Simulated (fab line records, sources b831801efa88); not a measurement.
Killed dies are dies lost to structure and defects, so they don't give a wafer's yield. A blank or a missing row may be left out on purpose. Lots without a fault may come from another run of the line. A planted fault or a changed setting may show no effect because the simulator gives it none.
fab line records | flow sky130
record lots=5 wafers=15 last_day=49
route steps=708 shown LDD_P@258 LDD_HVN@267 LDD_HVP@278 LDD_LDN@289
lots that met no fault: from a run of the same line without faults
start_h: hours from the record's first day to the start of the lot's first wafer shown | wait_h: hours since the lot's step before | " the same as in the row above | L1.1+2: a row that stands for several wafers | - no value, or no start given | * or withheld: withheld | < > ~ a bound
route shown NAME@n: a module of which the file shows steps, and the number in the route of the first | usual: mean/standard deviation of fault-free wafers | same: alike in all rows | chamber/n: place in a boat | sites: the reading at each site | _std_site: their standard deviation | _edge_site: outer sites' mean less inner sites' | radius_mm: how far each site lies from the wafer's centre | mask NAME#n: copy n | behind: the tool/chamber that last shaped the wafer | hold: why the lot was held/for how many hours/how that ended | device: the transistor (n, p or np) that didn't switch | end of line: the same wafers' tests at the end of the route | a step without rows: its recipe alone | killed: dies lost to structure and defects at the first sort, not the wafer's yield | map: a wafer's dies, x killed, . not, _ none there
set.NAME: the setting as run; set.NAME@STEP: as run at that earlier step | model.NAME: the simulator's own value behind a step, which no gauge read
lots at some steps of the route; a table a step, a row a wafer
services: from which hour (start_h, from the record's first day; less than 0 if before it) a tool's chamber was out of use, for how many hours, and why
## steps
# step SKY_LDD_P_SOFTBAKE_03
# recipe temp_c=90 time_s=60 resist=NOVOLAK
# usual chill_plate_temp_C=23.00/0.1
# columns lot.wafer tool chamber start_h wait_h chill_plate_temp_C
L074.4 litho_track-03 0 410.04 0.1 23.00
L074.5 " 0 " " 23.14
L074.6 " 0 " " 23.11
L081.2 litho_track-04 0 482.88 0.1 23.00
L081.4 " 0 " " 22.92
L081.5 " 0 " " 22.76
L085.4 litho_track-01 0 507.83 0.1 23.13
L085.5 " 0 " " 23.18
L085.6 " 0 " " 23.04
L086.1 litho_track-04 0 525.31 0.1 22.91
L086.3 " 0 " " 23.07
L086.5 " 0 " " 23.03
L092.1 litho_track-04 0 571.36 0.1 23.02
L092.2 " 0 " " 22.98
L092.5 " 0 " " 22.86
# step SKY_LDD_P_EXPOSE_04
# recipe mask_id=PSDM na=0.6 source_shape=conventional sigma_outer=0.6 polarization=unpolarized target_cd_nm=380 dose_mj=138
# columns lot.wafer tool chamber start_h wait_h mask
L074.4+5+6 iline_stepper-02 0 - - PSDM#0
L081.2+4+5 iline_stepper-01 0 - - PSDM#0
L085.4+5+6 iline_stepper-01 0 - - PSDM#0
L086.1+3+5 iline_stepper-02 0 - - PSDM#0
L092.1+2+5 iline_stepper-02 0 - - PSDM#0
# step SKY_LDD_P_PEB_05
# recipe temp_c=withheld time_s=* resist=NOVOLAK
# usual chill_plate_temp_C=*
# columns lot.wafer tool chamber start_h wait_h chill_plate_temp_C
L074.4 litho_track-01 0 - - *
L074.5 " 0 " " *
L074.6 " 0 " " *
L081.2 litho_track-01 0 - - *
L081.4 " 0 " " *
L081.5 " 0 " " *
L085.4 litho_track-04 0 - - *
L085.5 " 0 " " *
L085.6 " 0 " " *
L086.1 litho_track-03 0 - - *
L086.3 " 0 " " *
L086.5 " 0 " " *
L092.1 litho_track-03 0 - - *
L092.2 " 0 " " *
L092.5 " 0 " " *
# step SKY_LDD_P_DEVELOP_06
# recipe resist=NOVOLAK developer=TMAH develop_time_s=59.08 dev_temp_c=23
# usual chill_plate_temp_C=23.02/0.11
# columns lot.wafer tool chamber start_h wait_h chill_plate_temp_C
L074.4 litho_track-01 0 425.28 0.1 23.07
L074.5 " 0 " " 23.01
L074.6 " 0 " " 23.10
L081.2 litho_track-01 0 498.28 0.1 22.94
L081.4 " 0 " " 23.05
L081.5 " 0 " " 22.89
L085.4 litho_track-04 0 523.48 0.1 23.11
L085.5 " 0 " " 23.03
L085.6 " 0 " " 23.06
L086.1 litho_track-03 0 539.96 0.1 22.89
L086.3 " 0 " " 22.90
L086.5 " 0 " " 22.89
L092.1 litho_track-03 0 586.71 0.1 23.19
L092.2 " 0 " " 23.08
L092.5 " 0 " " 23.01
# step SKY_LDD_P_CD_MEAS_07
# recipe target_cd_nm=380
# usual cd_nm=380.9/2.6
# columns lot.wafer tool chamber start_h wait_h cd_nm
L074.4 cd_sem-01 - 425.42 0.1 380.0
L074.5 " - " " 382.0
L074.6 " - " " 380.0
L081.2 cd_sem-01 - 498.43 0.1 374.8
L081.4 " - " " 376.3
L081.5 " - " " 374.1
L085.4 cd_sem-02 - 523.62 0.1 382.4
L085.5 " - " " 383.5
L085.6 " - " " 385.6
L086.1 cd_sem-01 - 540.13 0.1 381.6
L086.3 " - " " 378.9
L086.5 " - " " 382.1
L092.1 cd_sem-02 - 586.86 0.1 381.1
L092.2 " - " " 382.0
L092.5 " - " " 381.3
# step SKY_LDD_P_OVL_MEAS_08
# usual LDD_P_OVL=0.7/1.2
# columns lot.wafer tool chamber start_h wait_h LDD_P_OVL[nm]
L074.4 overlay-01 - 425.49 0.1 0.3
L074.5 " - " " 0.8
L074.6 " - " " -0.1
L081.2 overlay-02 - 498.53 0.1 2.6
L081.4 " - " " 0.3
L081.5 " - " " 0.6
L085.4 overlay-01 - 523.70 0.1 1.4
L085.5 " - " " 0.2
L085.6 " - " " -0.6
L086.1 overlay-02 - 540.25 0.1 4.0
L086.3 " - " " 4.2
L086.5 " - " " 2.2
L092.1 overlay-02 - 586.98 0.1 2.0
L092.2 " - " " 1.0
L092.5 " - " " 1.4
# step SKY_LDD_P_IMPLANT_09
# recipe species=BF2 energy_kev=25 dose_cm2=1e+13 tilt_deg=withheld
# columns lot.wafer tool chamber start_h wait_h
L074.4+5+6 implanter-04 0 425.59 0.1
L081.2+4+5 implanter-04 0 498.59 0.0
L085.4+5+6 implanter-02 0 523.79 0.1
L086.1+3+5 implanter-03 0 540.28 0.0
L092.1+2+5 implanter-04 0 587.02 0.0
# step SKY_LDD_P_STRIP_10
# recipe chemistry=O2/N2 power_w=1400 pressure_mtorr=1500 platen_temp_c=withheld o2_flow_sccm=3000 n2_flow_sccm=300 overash_fraction=0.5
# usual drypump_motor_current_A=5.8/0.45 oes_product_au=0.716/0.0046 strip_time_to_endpoint_s=14.16/0.039
# columns lot.wafer tool chamber start_h wait_h drypump_motor_current_A oes_product_au rf_hours_counter_h strip_time_to_endpoint_s
L074.4 plasma_asher-01 1 425.70 0.1 5.9 0.721 - 14.14
L074.5 " 1 " " 5.9 0.719 - 14.13
L074.6 " 0 " " 5.5 0.721 - 14.11
L081.2 plasma_asher-04 1 498.71 0.1 6.0 0.719 7 14.16
L081.4 " 0 " " 6.5 0.709 - 14.16
L081.5 " 0 " " 6.5 0.721 - 14.17
L085.4 plasma_asher-01 0 523.90 0.1 5.5 0.709 - 14.19
L085.5 " 0 " " 5.5 0.720 - 14.19
L085.6 " 1 " " 5.9 0.716 - 14.20
L086.1 plasma_asher-04 0 540.43 0.1 6.4 0.722 11 14.16
L086.3 " 1 " " 6.0 0.716 - 14.19
L086.5 " 1 " " 6.0 0.714 - 14.19
L092.1 plasma_asher-04 1 587.17 0.1 6.0 0.712 16 14.12
L092.2 " 0 " " 6.5 0.726 16 14.08
L092.5 " 0 " " 6.4 0.718 - 14.13
# step SKY_LDD_P_TW_MEAS_11
# usual LDD_P_TW=637/3.6
# columns lot.wafer tool chamber start_h wait_h LDD_P_TW
L074.4 film_metro-03 - 425.79 0.1 637
L074.5 " - " " 639
L074.6 " - " " 631
L081.2 film_metro-01 - 498.82 0.1 638
L081.4 " - " " 637
L081.5 " - " " 639
L085.4 film_metro-01 - 523.99 0.1 642
L085.5 " - " " 641
L085.6 " - " " 642
L086.1 film_metro-01 - 540.53 0.1 638
L086.3 " - " " 639
L086.5 " - " " 638
L092.1 film_metro-03 - 587.27 0.1 638
L092.2 " - " " 637
L092.5 " - " " 635
# step SKY_LDD_HVN_DEHYDRATE_00
# recipe temp_c=200 time_s=60
# usual chill_plate_temp_C=23.01/0.1
# columns lot.wafer tool chamber start_h wait_h chill_plate_temp_C
L074.4 litho_track-04 0 440.38 14.6 23.12
L074.5 " 0 " " 22.89
L074.6 " 0 " " 22.87
L081.2 litho_track-01 0 513.38 14.5 23.01
L081.4 " 0 " " 23.12
L081.5 " 0 " " 22.80
L085.4 litho_track-02 0 538.40 14.4 23.12
L085.5 " 0 " " 23.18
L085.6 " 0 " " 23.21
L086.1 litho_track-04 0 554.61 14.1 23.10
L086.3 " 0 " " 23.12
L086.5 " 0 " " 23.01
L092.1 litho_track-04 0 600.86 13.6 22.90
L092.2 " 0 " " 22.97
L092.5 " 0 " " 23.07
# step SKY_LDD_HVN_HMDS_01
# recipe prime_time_s=60 prime_temp_c=120
# usual chill_plate_temp_C=23.03/0.11 prime_temp_c=120.01/0.14
# same prime_time_s=60
# columns lot.wafer tool chamber start_h wait_h chill_plate_temp_C prime_temp_c
L074.4 litho_track-04 0 440.53 0.1 22.99 120.00
L074.5 " 0 " " 23.13 120.08
L074.6 " 0 " " 22.96 120.13
L081.2 litho_track-01 0 513.53 0.1 23.19 119.94
L081.4 " 0 " " 23.15 120.04
L081.5 " 0 " " 23.07 119.87
L085.4 litho_track-02 0 538.55 0.1 23.11 120.09
L085.5 " 0 " " 22.84 120.10
L085.6 " 0 " " 22.95 120.09
L086.1 litho_track-04 0 554.76 0.1 23.02 119.91
L086.3 " 0 " " 23.24 119.70
L086.5 " 0 " " 23.08 119.74
L092.1 litho_track-04 0 601.01 0.1 23.12 120.03
L092.2 " 0 " " 22.89 119.90
L092.5 " 0 " " 23.04 119.96
# step SKY_LDD_HVN_COAT_02
# recipe resist=NOVOLAK spin_rpm=3021 resist_thk_nm=300
# usual chill_plate_temp_C=22.98/0.096
# columns lot.wafer tool chamber start_h wait_h chill_plate_temp_C
L074.4 litho_track-04 0 440.68 0.1 23.03
L074.5 " 0 " " 23.07
L074.6 " 0 " " 22.98
L081.2 litho_track-01 0 513.68 0.1 22.76
L081.4 " 0 " " 22.87
L081.5 " 0 " " 22.88
L085.4 litho_track-02 0 538.70 0.1 22.97
L085.5 " 0 " " 22.78
L085.6 " 0 " " 23.02
L086.1 litho_track-04 0 554.91 0.1 22.98
L086.3 " 0 " " 22.88
L086.5 " 0 " " 22.95
L092.1 litho_track-04 0 601.16 0.1 22.96
L092.2 " 0 " " 23.11
L092.5 " 0 " " 23.23
# step SKY_LDD_HVN_SOFTBAKE_03
# recipe temp_c=90 time_s=60 resist=NOVOLAK
# usual chill_plate_temp_C=23.01/0.095
# columns lot.wafer tool chamber start_h wait_h chill_plate_temp_C
L074.4 litho_track-04 0 440.83 0.1 23.08
L074.5 " 0 " " 22.94
L074.6 " 0 " " 23.04
L081.2 litho_track-01 0 513.83 0.1 22.89
L081.4 " 0 " " 22.99
L081.5 " 0 " " 22.87
L085.4 litho_track-02 0 538.85 0.1 23.06
L085.5 " 0 " " 23.01
L085.6 " 0 " " 22.96
L086.1 litho_track-04 0 555.06 0.1 23.02
L086.3 " 0 " " 22.87
L086.5 " 0 " " 22.82
L092.1 litho_track-04 0 601.31 0.1 22.93
L092.2 " 0 " " 23.08
L092.5 " 0 " " 23.08
# step SKY_LDD_HVN_EXPOSE_04
# recipe mask_id=HVNTM na=0.6 source_shape=conventional sigma_outer=0.6 polarization=unpolarized target_cd_nm=700 dose_mj=127
# columns lot.wafer tool chamber start_h wait_h mask
L074.4+5+6 iline_stepper-01 0 - - HVNTM#0
L081.2+4+5 iline_stepper-01 0 - - HVNTM#0
L085.4+5+6 iline_stepper-01 0 - - HVNTM#0
L086.1+3+5 iline_stepper-01 0 - - HVNTM#0
L092.1+2+5 iline_stepper-02 0 - - HVNTM#0
# step SKY_LDD_HVN_PEB_05
# recipe temp_c=withheld time_s=* resist=NOVOLAK
# usual chill_plate_temp_C=*
# columns lot.wafer tool chamber start_h wait_h chill_plate_temp_C
L074.4 litho_track-02 0 - - *
L074.5 " 0 " " *
L074.6 " 0 " " *
L081.2 litho_track-01 0 - - *
L081.4 " 0 " " *
L081.5 " 0 " " *
L085.4 litho_track-02 0 - - *
L085.5 " 0 " " *
L085.6 " 0 " " *
L086.1 litho_track-04 0 - - *
L086.3 " 0 " " *
L086.5 " 0 " " *
L092.1 litho_track-02 0 - - *
L092.2 " 0 " " *
L092.5 " 0 " " *
# step SKY_LDD_HVN_DEVELOP_06
# recipe resist=NOVOLAK developer=TMAH develop_time_s=60 dev_temp_c=23
# usual chill_plate_temp_C=23.02/0.11
# columns lot.wafer tool chamber start_h wait_h chill_plate_temp_C
L074.4 litho_track-02 0 456.40 0.1 23.02
L074.5 " 0 " " 23.02
L074.6 " 0 " " 22.95
L081.2 litho_track-01 0 528.73 0.1 22.95
L081.4 " 0 " " 23.00
L081.5 " 0 " " 23.11
L085.4 litho_track-02 0 553.55 0.1 22.97
L085.5 " 0 " " 23.02
L085.6 " 0 " " 23.10
L086.1 litho_track-04 0 568.96 0.1 23.07
L086.3 " 0 " " 23.26
L086.5 " 0 " " 23.10
L092.1 litho_track-02 0 616.42 0.1 23.12
L092.2 " 0 " " 22.85
L092.5 " 0 " " 22.95
# step SKY_LDD_HVN_OVL_MEAS_07
# usual LDD_HVN_OVL=1.4/1.3
# columns lot.wafer tool chamber start_h wait_h LDD_HVN_OVL[nm]
L074.4 overlay-01 - 456.49 0.1 1.7
L074.5 " - " " 0.5
L074.6 " - " " 1.8
L081.2 overlay-02 - 528.86 0.1 1.4
L081.4 " - " " 3.4
L081.5 " - " " 1.9
L085.4 overlay-01 - 553.64 0.1 0.3
L085.5 " - " " 2.4
L085.6 " - " " 1.0
L086.1 overlay-01 - 569.11 0.1 4.3
L086.3 " - " " 1.5
L086.5 " - " " 3.7
L092.1 overlay-01 - 616.57 0.1 0.4
L092.2 " - " " 1.6
L092.5 " - " " -0.3
# step SKY_LDD_HVN_IMPLANT_08
# recipe species=P energy_kev=60 dose_cm2=3e+13 tilt_deg=40
# columns lot.wafer tool chamber start_h wait_h
L074.4+5+6 implanter-01 0 456.58 0.1
L081.2+4+5 implanter-01 0 528.92 0.0
L085.4+5+6 implanter-01 0 553.73 0.1
L086.1+3+5 implanter-02 0 569.14 0.0
L092.1+2+5 implanter-02 0 616.61 0.0
# step SKY_LDD_HVN_STRIP_09
# recipe chemistry=O2/N2 power_w=1400 pressure_mtorr=1500 platen_temp_c=withheld o2_flow_sccm=3000 n2_flow_sccm=300 overash_fraction=0.5
# usual drypump_motor_current_A=6.0/0.4 oes_product_au=0.407/0.0045 strip_time_to_endpoint_s=4.111/0.013
# columns lot.wafer tool chamber start_h wait_h drypump_motor_current_A oes_product_au rf_hours_counter_h strip_time_to_endpoint_s
L074.4 plasma_asher-03 1 456.69 0.1 5.5 0.413 - 4.108
L074.5 " 1 " " 5.5 0.408 - 4.126
L074.6 " 0 " " 6.5 0.403 - 4.142
L081.2 plasma_asher-04 0 529.04 0.1 6.5 0.404 10 4.107
L081.4 " 1 " " 5.9 0.406 - 4.096
L081.5 " 0 " " 6.5 0.406 - 4.104
L085.4 plasma_asher-03 1 553.84 0.1 5.5 0.404 - 4.112
L085.5 " 1 " " 5.5 0.413 - 4.114
L085.6 " 0 " " 6.5 0.400 - 4.073
L086.1 plasma_asher-04 0 569.29 0.1 6.4 0.406 15 4.095
L086.3 " 0 " " 6.5 0.397 - 4.134
L086.5 " 0 " " 6.5 0.413 - 4.135
L092.1 plasma_asher-03 0 616.76 0.1 6.5 0.413 81 4.111
L092.2 " 1 " " 5.5 0.403 81 4.112
L092.5 " 0 " " 6.5 0.401 - 4.113
# step SKY_LDD_HVN_TW_MEAS_10
# usual LDD_HVN_TW=1448/16
# columns lot.wafer tool chamber start_h wait_h LDD_HVN_TW
L074.4 film_metro-02 - 456.79 0.1 1466
L074.5 " - " " 1473
L074.6 " - " " 1468
L081.2 film_metro-01 - 529.15 0.1 1445
L081.4 " - " " 1443
L081.5 " - " " 1444
L085.4 film_metro-01 - 553.94 0.1 1452
L085.5 " - " " 1443
L085.6 " - " " 1447
L086.1 film_metro-01 - 569.39 0.1 1444
L086.3 " - " " 1434
L086.5 " - " " 1447
L092.1 film_metro-02 - 616.86 0.1 1469
L092.2 " - " " 1468
L092.5 " - " " 1461
# step SKY_LDD_HVP_DEHYDRATE_00
# recipe temp_c=200 time_s=60
# usual chill_plate_temp_C=23.01/0.088
# columns lot.wafer tool chamber start_h wait_h chill_plate_temp_C
L074.4 litho_track-02 0 470.90 14.1 23.15
L074.5 " 0 " " 23.00
L074.6 " 0 " " 23.02
L081.2 litho_track-01 0 542.83 13.7 23.10
L081.4 " 0 " " 22.91
L081.5 " 0 " " 22.94
L085.4 litho_track-01 0 566.88 12.9 23.06
L085.5 " 0 " " 22.97
L085.6 " 0 " " 23.08
L086.1 litho_track-03 0 584.46 15.1 22.87
L086.3 " 0 " " 22.81
L086.5 " 0 " " 22.91
L092.1 litho_track-02 0 630.47 13.6 23.00
L092.2 " 0 " " 22.98
L092.5 " 0 " " 22.99
# step SKY_LDD_HVP_HMDS_01
# recipe prime_time_s=60 prime_temp_c=120
# usual chill_plate_temp_C=23.00/0.11 prime_temp_c=120.00/0.12
# same prime_time_s=60
# columns lot.wafer tool chamber start_h wait_h chill_plate_temp_C prime_temp_c
L074.4 litho_track-02 0 471.05 0.1 23.13 119.92
L074.5 " 0 " " 23.24 120.20
L074.6 " 0 " " 23.10 120.24
L081.2 litho_track-01 0 542.98 0.1 22.98 120.15
L081.4 " 0 " " 22.99 119.73
L081.5 " 0 " " 22.99 120.01
L085.4 litho_track-01 0 567.03 0.1 22.90 119.93
L085.5 " 0 " " 22.96 120.07
L085.6 " 0 " " 22.89 119.92
L086.1 litho_track-03 0 584.61 0.1 23.01 120.12
L086.3 " 0 " " 23.14 119.83
L086.5 " 0 " " 22.81 119.99
L092.1 litho_track-02 0 630.62 0.1 22.91 119.93
L092.2 " 0 " " 22.67 119.78
L092.5 " 0 " " 22.88 119.78
# step SKY_LDD_HVP_COAT_02
# recipe resist=NOVOLAK spin_rpm=3000 resist_thk_nm=300
# usual chill_plate_temp_C=23.00/0.12
# columns lot.wafer tool chamber start_h wait_h chill_plate_temp_C
L074.4 litho_track-02 0 471.20 0.1 23.06
L074.5 " 0 " " 22.97
L074.6 " 0 " " 23.09
L081.2 litho_track-01 0 543.13 0.1 22.89
L081.4 " 0 " " 23.16
L081.5 " 0 " " 23.02
L085.4 litho_track-01 0 567.18 0.1 22.87
L085.5 " 0 " " 22.87
L085.6 " 0 " " 22.86
L086.1 litho_track-03 0 584.76 0.1 22.80
L086.3 " 0 " " 23.01
L086.5 " 0 " " 22.82
L092.1 litho_track-02 0 630.77 0.1 23.05
L092.2 " 0 " " 23.17
L092.5 " 0 " " 22.96
# step SKY_LDD_HVP_SOFTBAKE_03
# recipe temp_c=90 time_s=60 resist=NOVOLAK
# usual chill_plate_temp_C=23.02/0.12
# columns lot.wafer tool chamber start_h wait_h chill_plate_temp_C
L074.4 litho_track-02 0 471.35 0.1 23.16
L074.5 " 0 " " 23.13
L074.6 " 0 " " 23.03
L081.2 litho_track-01 0 543.28 0.1 23.04
L081.4 " 0 " " 23.08
L081.5 " 0 " " 23.02
L085.4 litho_track-01 0 567.33 0.1 22.81
L085.5 " 0 " " 22.73
L085.6 " 0 " " 22.81
L086.1 litho_track-03 0 584.91 0.1 23.08
L086.3 " 0 " " 22.88
L086.5 " 0 " " 23.03
L092.1 litho_track-02 0 630.92 0.1 22.71
L092.2 " 0 " " 22.85
L092.5 " 0 " " 22.73
# step SKY_LDD_HVP_EXPOSE_04
# recipe mask_id=HVPTM na=0.6 source_shape=conventional sigma_outer=0.6 polarization=unpolarized target_cd_nm=700 dose_mj=86
# columns lot.wafer tool chamber start_h wait_h mask
L074.4+5+6 iline_stepper-02 0 - - HVPTM#0
L081.2+4+5 iline_stepper-02 0 - - HVPTM#0
L085.4+5+6 iline_stepper-02 0 - - HVPTM#0
L086.1+3+5 iline_stepper-02 0 - - HVPTM#0
L092.1+2+5 iline_stepper-02 0 - - HVPTM#0
# step SKY_LDD_HVP_PEB_05
# recipe temp_c=withheld time_s=* resist=NOVOLAK
# usual chill_plate_temp_C=*
# columns lot.wafer tool chamber start_h wait_h chill_plate_temp_C
L074.4 litho_track-02 0 - - *
L074.5 " 0 " " *
L074.6 " 0 " " *
L081.2 litho_track-02 0 - - *
L081.4 " 0 " " *
L081.5 " 0 " " *
L085.4 litho_track-03 0 - - *
L085.5 " 0 " " *
L085.6 " 0 " " *
L086.1 litho_track-03 0 - - *
L086.3 " 0 " " *
L086.5 " 0 " " *
L092.1 litho_track-03 0 - - *
L092.2 " 0 " " *
L092.5 " 0 " " *
# step SKY_LDD_HVP_DEVELOP_06
# recipe resist=NOVOLAK developer=TMAH develop_time_s=60 dev_temp_c=23
# usual chill_plate_temp_C=23.01/0.11
# columns lot.wafer tool chamber start_h wait_h chill_plate_temp_C
L074.4 litho_track-02 0 487.30 0.1 23.12
L074.5 " 0 " " 23.03
L074.6 " 0 " " 23.14
L081.2 litho_track-02 0 558.00 0.1 22.99
L081.4 " 0 " " 22.85
L081.5 " 0 " " 22.79
L085.4 litho_track-03 0 582.49 0.1 22.99
L085.5 " 0 " " 23.02
L085.6 " 0 " " 22.90
L086.1 litho_track-03 0 598.91 0.1 22.80
L086.3 " 0 " " 23.04
L086.5 " 0 " " 22.96
L092.1 litho_track-03 0 644.66 0.1 23.08
L092.2 " 0 " " 23.15
L092.5 " 0 " " 22.92
# step SKY_LDD_HVP_OVL_MEAS_07
# usual LDD_HVP_OVL=-0.4/1.3
# columns lot.wafer tool chamber start_h wait_h LDD_HVP_OVL[nm]
L074.4 overlay-02 - 487.39 0.1 -1.6
L074.5 " - " " -2.3
L074.6 " - " " -2.4
L081.2 overlay-01 - 558.13 0.1 -1.2
L081.4 " - " " -0.5
L081.5 " - " " 0.4
L085.4 overlay-02 - 582.58 0.1 -1.4
L085.5 " - " " -2.0
L085.6 " - " " -2.3
L086.1 overlay-01 - 599.06 0.1 -1.0
L086.3 " - " " 1.2
L086.5 " - " " -0.1
L092.1 overlay-02 - 644.81 0.1 -0.4
L092.2 " - " " -0.6
L092.5 " - " " -0.3
# step SKY_LDD_HVP_IMPLANT_08
# recipe species=B energy_kev=20 dose_cm2=1.7e+13 tilt_deg=17.9
# columns lot.wafer tool chamber start_h wait_h
L074.4+5+6 implanter-04 0 487.48 0.1
L081.2+4+5 implanter-03 0 558.18 0.0
L085.4+5+6 implanter-01 0 582.67 0.1
L086.1+3+5 implanter-03 0 599.10 0.0
L092.1+2+5 implanter-01 0 644.85 0.0
# step SKY_LDD_HVP_STRIP_09
# recipe chemistry=O2/N2 power_w=1400 pressure_mtorr=1500 platen_temp_c=withheld o2_flow_sccm=3000 n2_flow_sccm=300 overash_fraction=0.5
# usual drypump_motor_current_A=5.7/0.51 oes_product_au=0.408/0.005 strip_time_to_endpoint_s=4.131/0.016
# columns lot.wafer tool chamber start_h wait_h drypump_motor_current_A oes_product_au rf_hours_counter_h strip_time_to_endpoint_s
L074.4 plasma_asher-03 0 487.59 0.1 6.5 0.398 - 4.114
L074.5 " 0 " " 6.5 0.417 - 4.128
L074.6 " 1 " " 5.5 0.404 - 4.126
L081.2 plasma_asher-02 0 558.31 0.1 5.7 0.416 46 4.124
L081.4 " 0 " " 5.7 0.407 - 4.120
L081.5 " 1 " " 4.9 0.416 - 4.118
L085.4 plasma_asher-01 0 582.78 0.1 5.5 0.413 - 4.113
L085.5 " 1 " " 5.9 0.403 - 4.094
L085.6 " 0 " " 5.5 0.413 - 4.119
L086.1 plasma_asher-03 1 599.25 0.1 5.5 0.401 79 4.150
L086.3 " 0 " " 6.5 0.415 - 4.165
L086.5 " 1 " " 5.5 0.407 - 4.141
L092.1 plasma_asher-02 1 645.00 0.1 4.9 0.399 54 4.117
L092.2 " 0 " " 5.7 0.405 54 4.124
L092.5 " 1 " " 4.9 0.407 - 4.136
# step SKY_LDD_HVP_TW_MEAS_10
# usual LDD_HVP_TW=460/5.5
# columns lot.wafer tool chamber start_h wait_h LDD_HVP_TW
L074.4 film_metro-04 - 487.69 0.1 452
L074.5 " - " " 453
L074.6 " - " " 452
L081.2 film_metro-02 - 558.42 0.1 468
L081.4 " - " " 469
L081.5 " - " " 467
L085.4 film_metro-02 - 582.88 0.1 466
L085.5 " - " " 463
L085.6 " - " " 465
L086.1 film_metro-02 - 599.35 0.1 463
L086.3 " - " " 464
L086.5 " - " " 465
L092.1 film_metro-02 - 645.10 0.1 465
L092.2 " - " " 466
L092.5 " - " " 464
# step SKY_LDD_LDN_DEHYDRATE_00
# recipe temp_c=200 time_s=60
# usual chill_plate_temp_C=23.03/0.096
# columns lot.wafer tool chamber start_h wait_h chill_plate_temp_C
L074.4 litho_track-04 0 502.23 14.5 23.19
L074.5 " 0 " " 23.01
L074.6 " 0 " " 23.01
L081.2 litho_track-04 0 571.53 13.1 22.84
L081.4 " 0 " " 22.97
L081.5 " 0 " " 22.86
L085.4 litho_track-02 0 596.75 13.9 22.94
L085.5 " 0 " " 22.96
L085.6 " 0 " " 22.98
L086.1 litho_track-03 0 613.96 14.6 23.08
L086.3 " 0 " " 22.92
L086.5 " 0 " " 22.83
L092.1 litho_track-03 0 658.26 13.2 23.12
L092.2 " 0 " " 23.20
L092.5 " 0 " " 22.95
# step SKY_LDD_LDN_HMDS_01
# recipe prime_time_s=60 prime_temp_c=120
# usual chill_plate_temp_C=23.02/0.11 prime_temp_c=119.98/0.14
# same prime_time_s=60
# columns lot.wafer tool chamber start_h wait_h chill_plate_temp_C prime_temp_c
L074.4 litho_track-04 0 502.38 0.1 22.96 120.43
L074.5 " 0 " " 22.97 120.21
L074.6 " 0 " " 22.99 120.17
L081.2 litho_track-04 0 571.68 0.1 23.00 119.90
L081.4 " 0 " " 22.97 119.81
L081.5 " 0 " " 23.04 120.04
L085.4 litho_track-02 0 596.90 0.1 22.98 119.85
L085.5 " 0 " " 22.94 119.92
L085.6 " 0 " " 23.11 119.88
L086.1 litho_track-03 0 614.11 0.1 23.10 119.88
L086.3 " 0 " " 23.00 119.93
L086.5 " 0 " " 22.97 119.85
L092.1 litho_track-03 0 658.41 0.1 23.06 119.96
L092.2 " 0 " " 23.07 120.10
L092.5 " 0 " " 23.12 119.81
# step SKY_LDD_LDN_COAT_02
# recipe resist=NOVOLAK spin_rpm=3000 resist_thk_nm=1158
# usual chill_plate_temp_C=23.01/0.1
# columns lot.wafer tool chamber start_h wait_h chill_plate_temp_C
L074.4 litho_track-04 0 502.53 0.1 23.09
L074.5 " 0 " " 23.08
L074.6 " 0 " " 23.15
L081.2 litho_track-04 0 571.83 0.1 23.12
L081.4 " 0 " " 23.17
L081.5 " 0 " " 23.06
L085.4 litho_track-02 0 597.05 0.1 22.83
L085.5 " 0 " " 23.01
L085.6 " 0 " " 23.00
L086.1 litho_track-03 0 614.26 0.1 23.00
L086.3 " 0 " " 23.05
L086.5 " 0 " " 22.93
L092.1 litho_track-03 0 658.56 0.1 22.98
L092.2 " 0 " " 22.92
L092.5 " 0 " " 22.98
# step SKY_LDD_LDN_SOFTBAKE_03
# recipe temp_c=90 time_s=60 resist=NOVOLAK
# usual chill_plate_temp_C=23.00/0.092
# columns lot.wafer tool chamber start_h wait_h chill_plate_temp_C
L074.4 litho_track-04 0 502.68 0.1 22.88
L074.5 " 0 " " 23.00
L074.6 " 0 " " 23.19
L081.2 litho_track-04 0 571.98 0.1 22.86
L081.4 " 0 " " 22.89
L081.5 " 0 " " 22.85
L085.4 litho_track-02 0 597.20 0.1 23.02
L085.5 " 0 " " 22.93
L085.6 " 0 " " 22.80
L086.1 litho_track-03 0 614.41 0.1 23.04
L086.3 " 0 " " 23.01
L086.5 " 0 " " 23.05
L092.1 litho_track-03 0 658.71 0.1 23.04
L092.2 " 0 " " 23.20
L092.5 " 0 " " 22.99
# step SKY_LDD_LDN_EXPOSE_04
# recipe mask_id=LDNTM na=0.6 source_shape=conventional sigma_outer=0.6 polarization=unpolarized target_cd_nm=700 dose_mj=140
# columns lot.wafer tool chamber start_h wait_h mask
L074.4+5+6 iline_stepper-01 0 - - LDNTM#0
L081.2+4+5 iline_stepper-02 0 - - LDNTM#0
L085.4+5+6 iline_stepper-01 0 - - LDNTM#0
L086.1+3+5 iline_stepper-02 0 - - LDNTM#0
L092.1+2+5 iline_stepper-02 0 - - LDNTM#0
# step SKY_LDD_LDN_PEB_05
# recipe temp_c=withheld time_s=* resist=NOVOLAK
# usual chill_plate_temp_C=*
# columns lot.wafer tool chamber start_h wait_h chill_plate_temp_C
L074.4 litho_track-02 0 - - *
L074.5 " 0 " " *
L074.6 " 0 " " *
L081.2 litho_track-02 0 - - *
L081.4 " 0 " " *
L081.5 " 0 " " *
L085.4 litho_track-03 0 - - *
L085.5 " 0 " " *
L085.6 " 0 " " *
L086.1 litho_track-03 0 - - *
L086.3 " 0 " " *
L086.5 " 0 " " *
L092.1 litho_track-02 0 - - *
L092.2 " 0 " " *
L092.5 " 0 " " *
## services
# columns tool chamber start_h hours kind
implanter-04 - 391.84 3.1 repair
plasma_asher-04 - 405.42 1.8 repair
plasma_asher-04 - 421.25 9.0 pm
iline_stepper-01 - 427.24 1.7 pm
plasma_asher-03 - 443.10 3.8 repair
implanter-04 - 452.59 17.8 pm
plasma_asher-03 - 494.85 0.6 repair
implanter-01 - 506.60 1.6 repair
iline_stepper-02 - 507.84 1.7 pm
iline_stepper-01 - 518.59 2.1 pm
implanter-01 - 536.94 5.2 pm
implanter-01 - 562.01 5.3 pm
implanter-04 - 565.82 3.3 repair
implanter-01 - 570.26 3.4 repair
implanter-01 - 593.12 1.1 repair
iline_stepper-02 - 594.58 4.4 pm
plasma_asher-04 - 595.26 1.8 repair
iline_stepper-01 - 600.35 4.4 pm
iline_stepper-02 - 607.95 4.7 repair
implanter-01 - 608.50 22.8 pm
plasma_asher-04 - 614.38 3.8 repair
iline_stepper-01 - 620.77 1.1 repair
iline_stepper-01 - 645.42 1.7 pm
implanter-01 - 651.65 6.2 repair
## key
fault none
